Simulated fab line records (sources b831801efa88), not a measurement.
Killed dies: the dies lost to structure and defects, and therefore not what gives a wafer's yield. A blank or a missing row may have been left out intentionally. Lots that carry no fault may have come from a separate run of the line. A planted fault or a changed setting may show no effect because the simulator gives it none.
A struck lot beside a sound one | flow sky130 | 17 steps out of a route of 708
Sound: these wafers, L646.1, L646.3, L646.6. Wafers struck: L657.1, L657.2, L657.5. Last of all comes the cause.
Each step with rows lists, per side, the tool, then ch with its chambers, then its first start. Under that, the readings that differ: sound wafers | struck wafers | difference of the means | sigmas: that difference in standard deviations of wafers without a fault.
alike: readings whose means differ by less than 2 such deviations, and words and numbers that are the same on both sides. not compared: withheld readings, readings that some wafer has no value for, bounds like >300 that may hide the same value, and numbers for which the record gives no deviation and whose values overlap.
A row with sigmas, a row that says differs or no value, or rows on one side alone: a step with any of these is where the two part. Numbers that don't overlap but have no deviation are shown without sigmas and don't part them. A reading that every wafer of one side lacks parts them only if that side has two wafers or more.

first, 1 step without rows for these wafers: SKY_VT_ADJUST_NCORE_IMPLANT_09.
SKY_VT_ADJUST_NCORE_STRIP_10: strips in O2/N2.
  sound on plasma_asher-01 ch 1, day 10 21:40; struck on plasma_asher-04 ch 0,1, day 14 06:14
  alike: chamber_pressure_mTorr, drypump_motor_current_A, oes_product_au, strip_time_to_endpoint_s
  not compared: rf_hours_counter_h
SKY_VT_ADJUST_NCORE_TW_MEAS_11:
  sound on film_metro-02 at day 10 21:46; struck on film_metro-04 at day 14 06:20
  alike: VT_ADJUST_NCORE_TW
then, 7 steps without rows for these wafers: SKY_VT_ADJUST_HVTR_DEHYDRATE_00 (time 60 s); SKY_VT_ADJUST_HVTR_HMDS_01 (prime time 60 s); SKY_VT_ADJUST_HVTR_COAT_02 (resist thk 1140 nm); SKY_VT_ADJUST_HVTR_SOFTBAKE_03 (time 60 s); SKY_VT_ADJUST_HVTR_EXPOSE_04 (exposes mask HVTRM, target cd 380 nm); SKY_VT_ADJUST_HVTR_PEB_05; SKY_VT_ADJUST_HVTR_DEVELOP_06 (develop time 60 s).
SKY_VT_ADJUST_HVTR_CD_MEAS_07: target cd 380 nm.
  sound on cd_sem-02 at day 11 20:08; struck on cd_sem-02 at day 15 07:35
  alike: cd_nm
SKY_VT_ADJUST_HVTR_OVL_MEAS_08:
  sound on overlay-01 at day 11 20:15; struck on overlay-02 at day 15 07:42
  alike: VT_ADJUST_HVTR_OVL
SKY_VT_ADJUST_HVTR_IMPLANT_09:
  sound on implanter-01 ch 0, day 11 20:17; struck on implanter-01 ch 0, day 15 07:44
  reading            | sound             | struck            | difference | sigmas
  beam_on_s (s)      | 10.24 9.77 9.88   | 8.53 8.16 8.29    | -1.64      | -8
  faraday_current_uA | 11.58 12.11 11.95 | 13.80 14.49 14.29 | +2.31      | +10
  alike: beam_energy_keV
SKY_VT_ADJUST_HVTR_STRIP_10: strips in O2/N2.
  sound on plasma_asher-03 ch 0,1, day 11 20:26; struck on plasma_asher-04 ch 0,1, day 15 08:02
  alike: chamber_pressure_mTorr, drypump_motor_current_A, oes_product_au, strip_time_to_endpoint_s
  not compared: rf_hours_counter_h
SKY_VT_ADJUST_HVTR_TW_MEAS_11:
  sound on film_metro-01 at day 11 20:32; struck on film_metro-01 at day 15 08:08
  reading           | sound             | struck            | difference | sigmas
  VT_ADJUST_HVTR_TW | 206.4 207.5 207.2 | 197.3 197.4 196.6 | -9.9       | -4
then, 1 step without rows for these wafers: SKY_VT_ADJUST_PCH_DEHYDRATE_00 (time 60 s).
-- here the record skips 35 days between the struck wafers' starts before and after, leaving off in module VT_ADJUST_PCH and picking up in module PAD_OPEN (first step shown: number 708 of the route) --
SKY_PAD_OPEN_PROBE_99:
  sound on prober-01 at day 47 17:20; struck on prober-02 at day 50 04:24
  reading                                  | sound                   | struck                  | difference | sigmas
  model.etest.pfet_01v8_mvt.off_log10_a_um | -10.5 -10.97 -10.77     | -11.19 -11.05 -11.34    | -0.45      |
  model.etest.pfet_01v8_mvt.vt_sat_v (V)   | -0.5685 -0.5865 -0.581  | -0.6104 -0.5946 -0.6191 | -0.0294    |
  model.etest.pfet_01v8_mvt.vt_v (V)       | -0.6625 -0.6761 -0.6662 | -0.6843 -0.6778 -0.693  | -0.0168    |
  model.etest.pfet_01v8_mvt.vt_long_v (V)  | -0.869 -0.8727 -0.8664  | -0.8857 -0.8848 -0.8891 | -0.0172    |
  alike: killed_at_M0_to_M3, killed_at_M4_up, killed_at_contacts, killed_at_front_end, killed_at_other, killed_dies, killed_open, killed_short

## WHERE THEY PART
First at SKY_VT_ADJUST_HVTR_IMPLANT_09; last, within this record, at SKY_VT_ADJUST_HVTR_TW_MEAS_11. Later steps at which nothing parts them and some readings are alike: SKY_PAD_OPEN_PROBE_99.

WHY: whatever the simulator had introduced
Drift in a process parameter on implanter-01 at SKY_VT_ADJUST_HVTR_IMPLANT_09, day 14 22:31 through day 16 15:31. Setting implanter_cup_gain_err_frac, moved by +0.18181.
